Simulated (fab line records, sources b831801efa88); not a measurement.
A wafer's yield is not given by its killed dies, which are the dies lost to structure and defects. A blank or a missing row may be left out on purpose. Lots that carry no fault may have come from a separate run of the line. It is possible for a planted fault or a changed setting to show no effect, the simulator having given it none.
Chamber matching -- flow gf180mcu -- GF_POLY_GATE_ETCH_13 on rieSi-01: 4 sister chambers
The step etches poly-Si in HBr/Cl2, stops on SiO2, target depth 198.5 nm, time 69.6 s. 4 wafers are shown with their chamber, then 7 later ones without.

## WAFERS WITH THEIR CHAMBER
wafer,chamber,drypumpMotorCurrentA (A)
L259.6,0,5.71
L268.3,3,5.60
L277.1,2,5.30
L277.4,1,5.74

## WAFERS MISSING THEIR CHAMBER
wafer,drypumpMotorCurrentA (A)
L277.5,5.63
L278.1,5.29
L278.2,5.71
L278.3,5.62
L279.3,5.75
L279.4,5.31
L279.5,5.72

## THE CHAMBER EACH PASSED THROUGH
wafer,from the rows above,in truth
L277.5,3,3
L278.1,2,2
L278.2,can't be placed: 0 or 1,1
L278.3,3,3
L279.3,can't be placed: 1 or 0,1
L279.4,2,2
L279.5,can't be placed: 0 or 1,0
Correct placement for 4 of the 7. Unplaceable from these rows: 3, with the true chamber sitting among the candidates in 3. Wrongly placed: 0.
How it was worked out, from the rows above alone: a wafer's distance from a chamber is the root of the sum, over the readings, of the square of ((its reading less the chamber's mean) divided by the reading's scatter). The wafer belongs to the nearest chamber; if the next one is less than 2 further off, it can't be placed. For every chamber, the mean is computed from those of its wafers that are shown. The scatter (one wafer shown for each chamber): square how far every hidden wafer sits from the nearest shown wafer, average those squares and take the square root.
